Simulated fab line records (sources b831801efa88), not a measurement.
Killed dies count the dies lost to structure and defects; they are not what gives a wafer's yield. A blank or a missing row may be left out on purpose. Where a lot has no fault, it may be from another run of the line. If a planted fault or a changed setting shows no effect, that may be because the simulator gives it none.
Which tool did it? ; flow sky130 ; Sampling: 24 lots, 72 wafers, 6 of 708 route steps

## WHAT THE GAUGES READ, wafer by wafer
SKY_CONTACT_OVL_MEAS_15. Usual: CONTACT_OVL typically reads 3 nm, with standard deviation 5.4.
lot;measured;on;CONTACT_OVL (nm);flag
L074;day 31 21:11;overlay-01;-1 0 -6;
L075;day 32 04:17;overlay-01;2 -6 -2;
L076;day 32 15:59;overlay-01;5 5 -2;
L077;day 32 22:57;overlay-01;0 9 7;
L078;day 32 23:47;overlay-01;-5 -6 -1;
L079;day 33 03:42;overlay-01;6 2 3;
L080;day 33 19:35;overlay-02;2 -1 4;
L081;day 34 01:56;overlay-02;9 8 5;
L082;day 34 02:44;overlay-02;1 -1 10;
L083;day 34 08:35;overlay-02;-3 4 -4;
L084;day 34 20:20;overlay-01;-4 0 -6;
L085;day 35 01:08;overlay-02;0 -1 1;
L086;day 35 13:47;overlay-02;0 7 0;
L087;day 35 20:08;overlay-02;7 10 5;
L088;day 36 02:50;overlay-01;10 -1 9;
L089;day 36 06:29;overlay-02;1 -12 2;
L090;day 36 15:56;overlay-01;6 0 1;
L091;day 36 22:08;overlay-01;17 13 7;
L092;day 37 16:56;overlay-02;0 0 -1;
L093;day 37 22:50;overlay-01;4 2 10;
L094;day 37 23:59;overlay-01;-1 -5 -1;
L095;day 38 05:08;overlay-02;7 5 6;
L096;day 38 11:48;overlay-01;4 6 4;
L097;day 38 19:44;overlay-01;-6 0 6;

SKY_METAL1_THK_MEAS_06: measures by xrf. Usual: METAL1_ALCU_THK typically reads 248 nm, with standard deviation 3.1.
lot;measured;on;METAL1_ALCU_THK (nm);flag
L074;day 31 22:52;filmMetro-03;252 245 252;
L075;day 32 06:35;filmMetro-04;245 249 246;
L076;day 32 17:45;filmMetro-01;246 250 247;
L077;day 33 00:41;filmMetro-04;250 245 252;
L078;day 33 01:30;filmMetro-04;251 250 252;
L079;day 33 05:23;filmMetro-04;248 250 250;
L080;day 33 21:19;filmMetro-04;249 249 250;
L081;day 34 03:40;filmMetro-01;246 247 249;
L082;day 34 04:26;filmMetro-04;247 250 249;
L083;day 34 10:17;filmMetro-03;246 245 251;
L084;day 34 22:01;filmMetro-04;252 248 251;
L085;day 35 02:53;filmMetro-01;248 255 255;
L086;day 35 15:30;filmMetro-03;250 248 251;
L087;day 35 21:50;filmMetro-01;248 250 247;
L088;day 36 04:30;filmMetro-03;245 251 248;
L089;day 36 08:10;filmMetro-04;243 248 248;
L090;day 36 17:37;filmMetro-03;244 244 244;
L091;day 36 23:48;filmMetro-01;245 251 249;
L092;day 37 18:43;filmMetro-03;246 251 244;
L093;day 38 00:37;filmMetro-03;247 244 243;
L094;day 38 01:41;filmMetro-01;247 249 253;
L095;day 38 06:49;filmMetro-04;245 245 251;
L096;day 38 13:29;filmMetro-03;242 246 248;
L097;day 38 21:24;filmMetro-01;248 251 252;

SKY_VIA2_CD_MEAS_12 targets a cd of 200 nm. Usual: cdNm 200.1 nm, standard deviation 1.5.
lot;measured;on;cdNm (nm);flag
L074;day 36 14:14;cdSem-01;200.8 201.5 200.9;
L075;day 36 20:35;cdSem-01;201.6 202.1 200.7;
L076;day 37 08:07;cdSem-01;200.3 201.5 202.0;
L077;day 37 14:54;cdSem-01;198.6 198.3 198.4;
L078;day 37 15:32;cdSem-01;199.3 199.7 198.3;
L079;day 37 19:02;cdSem-01;201.0 200.7 199.7;
L080;day 38 09:45;cdSem-01;198.1 199.7 199.2;
L081;day 38 16:15;cdSem-02;200.7 199.2 199.0;
L082;day 38 17:22;cdSem-01;200.8 200.0 202.1;
L083;day 38 22:52;cdSem-02;199.3 199.5 200.1;
L084;day 39 10:27;cdSem-02;200.7 201.0 201.0;
L085;day 39 13:59;cdSem-02;198.6 199.8 198.7;
L086;day 40 02:20;cdSem-02;201.0 201.9 203.3;
L087;day 40 08:18;cdSem-01;200.0 199.4 199.5;
L088;day 40 13:29;cdSem-01;200.6 199.3 200.5;
L089;day 40 17:50;cdSem-02;204.4 203.4 203.2;
L090;day 41 02:47;cdSem-02;199.5 200.2 200.0;
L091;day 41 07:59;cdSem-02;201.0 201.9 202.1;
L092;day 42 01:44;cdSem-01;199.4 198.8 198.1;
L093;day 42 06:53;cdSem-01;198.9 198.5 199.5;
L094;day 42 07:25;cdSem-02;201.2 200.2 199.2;
L095;day 42 13:01;cdSem-02;196.8 196.7 196.9;
L096;day 42 18:08;cdSem-01;201.6 200.0 200.6;
L097;day 43 03:07;cdSem-01;197.5 199.6 199.5;

SKY_VIA4_OVL_MEAS_11. Usual: VIA4_OVL typically reads -0.2 nm, with standard deviation 1.3.
lot;measured;on;VIA4_OVL (nm);flag
L074;day 43 03:17;overlay-02;-0.5 -0.1 -0.1;
L075;day 43 05:55;overlay-01;-1.5 -0.6 0.1;
L076;day 43 16:52;overlay-02;1.0 2.1 1.3;
L077;day 43 23:31;overlay-01;-1.2 -1.3 -1.2;
L078;day 43 23:55;overlay-02;-3.1 -1.4 -3.8;
L079;day 44 02:55;overlay-02;0.5 0.3 0.5;
L080;day 44 15:35;overlay-02;-0.8 -0.7 -0.7;
L081;day 44 21:16;overlay-01;0.8 1.7 0.7;
L082;day 44 22:03;overlay-02;-2.1 -0.3 -0.6;
L083;day 45 03:52;overlay-02;1.4 1.1 0.5;
L084;day 45 14:13;overlay-01;-0.1 -2.1 -0.8;
L085;day 45 15:46;overlay-01;-0.5 -0.9 -1.0;
L086;day 46 02:09;overlay-02;-0.3 -2.2 -0.8;
L087;day 46 09:40;overlay-01;0.4 2.7 3.0;
L088;day 46 11:54;overlay-02;0.1 0.5 -1.0;
L089;day 46 14:34;overlay-02;-0.1 0.1 -2.4;
L090;day 46 23:39;overlay-02;-0.4 -2.0 1.1;
L091;day 47 04:15;overlay-01;1.9 2.6 3.0;
L092;day 47 19:04;overlay-02;1.0 2.5 3.1;
L093;day 48 01:22;overlay-02;-0.2 -1.7 -0.4;
L094;day 48 01:52;overlay-01;1.6 -1.0 -1.7;
L095;day 48 05:37;overlay-01;0.4 1.2 1.3;
L096;day 48 09:55;overlay-02;-2.1 -1.6 -2.9;
L097;day 48 16:28;overlay-01;0.7 0.0 1.5;

## WHICH TOOL RAN EACH LOT (tool, then ch and the chambers of the sampled wafers, then the start)
lot;SKY_CONTACT_STRIP_19;SKY_METAL1_SPUTTER_00
L074;plasmaAsher-01 ch 0,1, day 31 21:21;pvdSputter-02, day 31 22:35
L075;plasmaAsher-04 ch 0,1, day 32 04:27;pvdSputter-02, day 32 06:19
L076;plasmaAsher-02 ch 0,1, day 32 16:11;pvdSputter-03, day 32 17:28
L077;plasmaAsher-04 ch 0,1, day 32 23:07;pvdSputter-03, day 33 00:25
L078;plasmaAsher-04 ch 0,1, day 32 23:57;pvdSputter-04, day 33 01:14
L079;plasmaAsher-01 ch 0,1, day 33 03:52;pvdSputter-04, day 33 05:07
L080;plasmaAsher-01 ch 0,1, day 33 19:45;pvdSputter-04, day 33 21:02
L081;plasmaAsher-01 ch 0,1, day 34 02:08;pvdSputter-03, day 34 03:23
L082;plasmaAsher-01 ch 0,1, day 34 02:54;pvdSputter-04, day 34 04:10
L083;plasmaAsher-04 ch 0,1, day 34 08:45;pvdSputter-03, day 34 10:01
L084;plasmaAsher-01 ch 0,1, day 34 20:30;pvdSputter-03, day 34 21:45
L085;plasmaAsher-01 ch 0,1, day 35 01:18;pvdSputter-02, day 35 02:38
L086;plasmaAsher-02 ch 0,1, day 35 13:57;pvdSputter-02, day 35 15:14
L087;plasmaAsher-04 ch 0,1, day 35 20:20;pvdSputter-04, day 35 21:33
L088;plasmaAsher-02 ch 0,1, day 36 03:00;pvdSputter-02, day 36 04:14
L089;plasmaAsher-01 ch 0,1, day 36 06:39;pvdSputter-03, day 36 07:53
L090;plasmaAsher-02 ch 0,1, day 36 16:06;pvdSputter-03, day 36 17:20
L091;plasmaAsher-01 ch 0, day 36 22:18;pvdSputter-02, day 36 23:32
L092;plasmaAsher-01 ch 0,1, day 37 17:06;pvdSputter-03, day 37 18:27
L093;plasmaAsher-02 ch 0,1, day 37 23:00;pvdSputter-02, day 38 00:21
L094;plasmaAsher-04 ch 0,1, day 38 00:09;pvdSputter-03, day 38 01:26
L095;plasmaAsher-04 ch 0,1, day 38 05:20;pvdSputter-02, day 38 06:32
L096;plasmaAsher-01 ch 0,1, day 38 11:58;pvdSputter-02, day 38 13:13
L097;plasmaAsher-01 ch 0,1, day 38 19:54;pvdSputter-04, day 38 21:08
- SKY_CONTACT_STRIP_19: strips in O2/N2.
- SKY_METAL1_SPUTTER_00: material Ti, target thk 15 nm, time 10 s.

## WHAT THE TOOLS THEMSELVES READ (means of the sampled wafers that have a number; where no wafer has one, the mark that the record gives instead)
SKY_CONTACT_STRIP_19. Usual: drypumpMotorCurrentA 5.64 A, standard deviation 0.26; oesProductAu 0.380 a.u., standard deviation 0.0051; stripTimeToEndpointS 3.62 s, standard deviation 0.041.
lot;tool;drypumpMotorCurrentA (A);oesProductAu (a.u.);stripTimeToEndpointS (s);flag
L074;plasmaAsher-01;5.71;0.378;3.62;
L075;plasmaAsher-04;5.55;0.378;3.61;
L076;plasmaAsher-02;5.52;0.379;3.63;
L077;plasmaAsher-04;5.42;0.377;3.62;
L078;plasmaAsher-04;5.40;0.378;3.60;
L079;plasmaAsher-01;5.72;0.383;3.63;
L080;plasmaAsher-01;5.72;0.380;3.63;
L081;plasmaAsher-01;5.86;0.380;3.60;
L082;plasmaAsher-01;5.85;0.374;3.58;
L083;plasmaAsher-04;5.56;0.380;3.59;
L084;plasmaAsher-01;5.71;0.388;3.59;
L085;plasmaAsher-01;5.86;0.387;3.64;
L086;plasmaAsher-02;5.46;0.387;3.65;
L087;plasmaAsher-04;5.55;0.377;3.54;
L088;plasmaAsher-02;5.47;0.380;3.64;
L089;plasmaAsher-01;5.73;0.378;3.65;
L090;plasmaAsher-02;5.47;0.381;3.62;
L091;plasmaAsher-01;5.53;0.384;3.64;
L092;plasmaAsher-01;5.71;0.384;3.59;
L093;plasmaAsher-02;5.47;0.379;3.61;
L094;plasmaAsher-04;5.39;0.379;3.62;
L095;plasmaAsher-04;5.42;0.385;3.62;
L096;plasmaAsher-01;5.86;0.379;3.64;
L097;plasmaAsher-01;5.85;0.381;3.63;

SKY_METAL1_SPUTTER_00. Usual: throttleValvePct 29.7 %, standard deviation 0.85.
lot;tool;throttleValvePct (%);flag
L074;pvdSputter-02;29.2;
L075;pvdSputter-02;29.6;
L076;pvdSputter-03;29.4;
L077;pvdSputter-03;30.0;
L078;pvdSputter-04;30.5;
L079;pvdSputter-04;28.6;
L080;pvdSputter-04;30.5;
L081;pvdSputter-03;29.7;
L082;pvdSputter-04;29.5;
L083;pvdSputter-03;29.6;
L084;pvdSputter-03;29.7;
L085;pvdSputter-02;29.7;
L086;pvdSputter-02;29.4;
L087;pvdSputter-04;28.5;
L088;pvdSputter-02;29.9;
L089;pvdSputter-03;29.4;
L090;pvdSputter-03;29.6;
L091;pvdSputter-02;29.3;
L092;pvdSputter-03;30.1;
L093;pvdSputter-02;29.3;
L094;pvdSputter-03;30.1;
L095;pvdSputter-02;29.6;
L096;pvdSputter-02;29.2;
L097;pvdSputter-04;29.6;

## THE ANSWER, worked out from the rows above alone
Rule: a lot counts as off when the mean over its wafers that have a number is more than 3 standard deviations away from the usual mean. Also off: a lot with no number at a reading for which 4 or more lots have one. Any other lot the step has rows for is counted as sound. First the gauges in route order, then the tools' own readings, where a lot's mean is used as printed above. The first step at which some lot is off is used, and at that step the reading that is off furthest; a lot without a number counts as furthest.
No lot is off at any reading shown: from this, nothing can be told.

## WHAT THE SIMULATOR HAD PUT IN
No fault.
